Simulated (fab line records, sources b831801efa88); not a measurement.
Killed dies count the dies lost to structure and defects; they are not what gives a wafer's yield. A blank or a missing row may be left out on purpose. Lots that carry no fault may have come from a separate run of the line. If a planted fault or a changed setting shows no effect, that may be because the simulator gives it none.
One fault seen from 2 desks -- flow sky130 -- each desk holds nothing but its own numbers, with what lay behind them at the end

## TOOL OWNER'S DESK, litho track-02
At SKY_POLY_GATE_SOFTBAKE_09 (time 90 s), the tool's own readings, given per lot that ran on this tool as the mean of the sampled wafers with a number. Any lot whose mean is over 4 standard deviations away from the usual mean is out of limits and marked OUT; that distance is given in the brackets.
Columns: A = resist line temp C at SKY_POLY_GATE_SOFTBAKE_09, usual 23.00 C; B = run length s at SKY_POLY_GATE_SOFTBAKE_09, usual 118.99 s
lot,first seen here,A,B
L111,day 16 06:00,22.85,119.07
L115,day 18 08:00,23.03,119.19
L123,day 20 20:00,23.09,120.28 (+5.9) OUT
L127,day 22 06:00,22.98,120.37 (+6.3) OUT
This desk's finding: out of limits on L123, L127; first on L123, day 20 20:00 (run length s at SKY_POLY_GATE_SOFTBAKE_09). L111, L115 stayed within limits.

## THE METROLOGY DESK
What the gauges read for every lot (on any tool): the sampled wafers with a number, averaged. Any lot whose mean is over 4 standard deviations away from the usual mean is out of limits and marked OUT; that distance is given in the brackets.
Columns: A = POLY_GATE_OVL at SKY_POLY_GATE_OVL_MEAS_14, usual -1 nm
lot,first seen here,A
L111,day 16 20:35,-6
L112,day 17 09:41,-4
L115,day 19 00:34,6
L116,day 19 06:08,3
L119,day 19 20:35,4
L120,day 20 11:11,-6
L123,day 21 11:52,-1
L127,day 22 22:35,1
L128,day 23 11:07,-1
L130,day 23 17:28,-9
L131,day 24 07:14,3
L133,day 24 17:17,-4
Result from this desk: across the 12 lots, nothing is out of limits.

## ALL TOGETHER
The tool owner's desk could have raised an alarm at day 20 20:00, on L123, L127.
At the metrology desk, nothing out of limits was observed.
The metrology desk has L123, L127 on record, within its limits.
The lots listed all ran SKY_POLY_GATE_SOFTBAKE_09 on litho track-02.

## WHAT THE SIMULATOR PUT IN
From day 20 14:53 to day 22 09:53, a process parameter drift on litho track-02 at SKY_POLY_GATE_SOFTBAKE_09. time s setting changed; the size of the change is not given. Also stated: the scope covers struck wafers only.
Lots struck among those shown: L123, L127.
Time in hours from fault onset to the first out-of-limits reading at each desk: the tool owner's desk, 5.
